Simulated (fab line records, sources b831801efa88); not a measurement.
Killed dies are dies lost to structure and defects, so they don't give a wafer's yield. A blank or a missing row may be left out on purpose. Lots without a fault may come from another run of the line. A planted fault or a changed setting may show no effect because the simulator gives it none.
Which tool did it? | flow gf180mcu | 11 lots, 33 wafers sampled, at 1 step of a route of 602

WHAT THE GAUGES READ, wafer by wafer
GF_M1_THK_MEAS_06: measures by xrf. Usual: M1_ALCU_THK 452 nm, standard deviation 6.3.
lot  | measured     | on            | M1_ALCU_THK (nm) | flag
L325 | day 16 03:23 | film_metro-02 | 454 450 452      |
L326 | day 16 17:25 | film_metro-04 | 457 452 452      |
L327 | day 17 03:02 | film_metro-04 | 448 445 449      |
L334 | day 19 15:58 | film_metro-02 | 455 450 454      |
L336 | day 20 07:34 | film_metro-01 | 450 453 457      |
L338 | day 21 01:04 | film_metro-02 | 440 447 441      |
L342 | day 22 12:10 | film_metro-01 | 458 453 454      |
L343 | day 22 16:31 | film_metro-02 | 462 464 458      |
L345 | day 23 11:40 | film_metro-02 | 453 445 450      |
L346 | day 23 17:32 | film_metro-02 | 456 462 453      |
L347 | day 24 04:12 | film_metro-04 | 451 451 451      |

WHICH TOOL RAN EACH LOT (tool, then ch and the chambers of the sampled wafers, then the start)
The record holds no process step before these readings.

WHAT THE TOOLS THEMSELVES READ (means of the sampled wafers that have a number; where no wafer has one, the mark that the record gives instead)
The record holds no such reading with a usual standard deviation.

THE ANSWER, worked out from the rows above alone
Rule: a lot is off if the mean of its wafers that have a number lies more than 3 standard deviations from the usual mean. A lot without any number at a reading at which 4 lots or more have one is off too. The other lots that the step has rows for count as sound. The gauges are gone through in route order, then the tools' own readings, and for those a lot's mean is taken as printed above. The first step at which some lot is off is used, and at that step the reading that is off furthest; a lot without a number counts as furthest.
No lot is off at any reading shown: from this, nothing can be told.

WHAT THE SIMULATOR HAD PUT IN
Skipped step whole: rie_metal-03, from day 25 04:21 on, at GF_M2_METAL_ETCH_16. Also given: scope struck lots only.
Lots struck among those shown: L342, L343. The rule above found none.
